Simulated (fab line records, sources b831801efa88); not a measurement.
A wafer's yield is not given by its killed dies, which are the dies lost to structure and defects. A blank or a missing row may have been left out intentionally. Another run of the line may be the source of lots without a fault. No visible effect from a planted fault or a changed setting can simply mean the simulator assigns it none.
Chamber matching ; flow gf180mcu ; pecvd-04 running GF_MIM_CVD_05: 3 sister chambers
The step deposits Si3N4, target thk 42 nm, time 29.086 s. 14 wafers are shown with their chamber, then 7 later ones without.

## WAFERS, EACH WITH ITS CHAMBER
wafer;chamber;heaterPowerW (W)
L774.2;1;544
L774.3;0;657
L774.6;2;639
L785.2;0;563
L785.3;2;627
L785.6;0;577
L787.1;2;594
L787.2;0;626
L787.6;1;490
L788.3;0;690
L788.5;1;578
L788.6;0;689
L791.3;2;548
L791.4;0;587

SIGNATURES (averages over the wafers above)
reading;chamber 0;chamber 1;chamber 2;scatter within a chamber
heaterPowerW;627.00;537.33;602.00;48.5
Rule: distance of a wafer from a chamber = root of the sum over the readings of ((wafer's reading minus chamber's mean) / reading's scatter) squared. If the next closest chamber is less than 2 further off than the closest, the wafer can't be placed; otherwise it belongs to the closest. The scatter: the root of (the sum of the squares of (reading less its chamber's mean) over the shown wafers, divided by (wafers less chambers)).

## WAFERS WITH NO CHAMBER GIVEN
wafer;heaterPowerW (W)
L791.6;565
L793.1;591
L793.4;695
L793.5;564
L792.2;584
L792.3;558
L792.6;501

## CHAMBER TAKEN BY EACH
wafer;from the rows above;in truth
L791.6;can't be placed: 1 or 2 or 0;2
L793.1;can't be placed: 2 or 0 or 1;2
L793.4;can't be placed: 0 or 2 or 1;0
L793.5;can't be placed: 1 or 2 or 0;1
L792.2;can't be placed: 2 or 0 or 1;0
L792.3;can't be placed: 1 or 2 or 0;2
L792.6;can't be placed: 1 or 2 or 0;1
Placed correctly: 0 of 7. Can't be placed from these rows: 7 (the true chamber is among the candidates in 7). 0 placed wrongly.
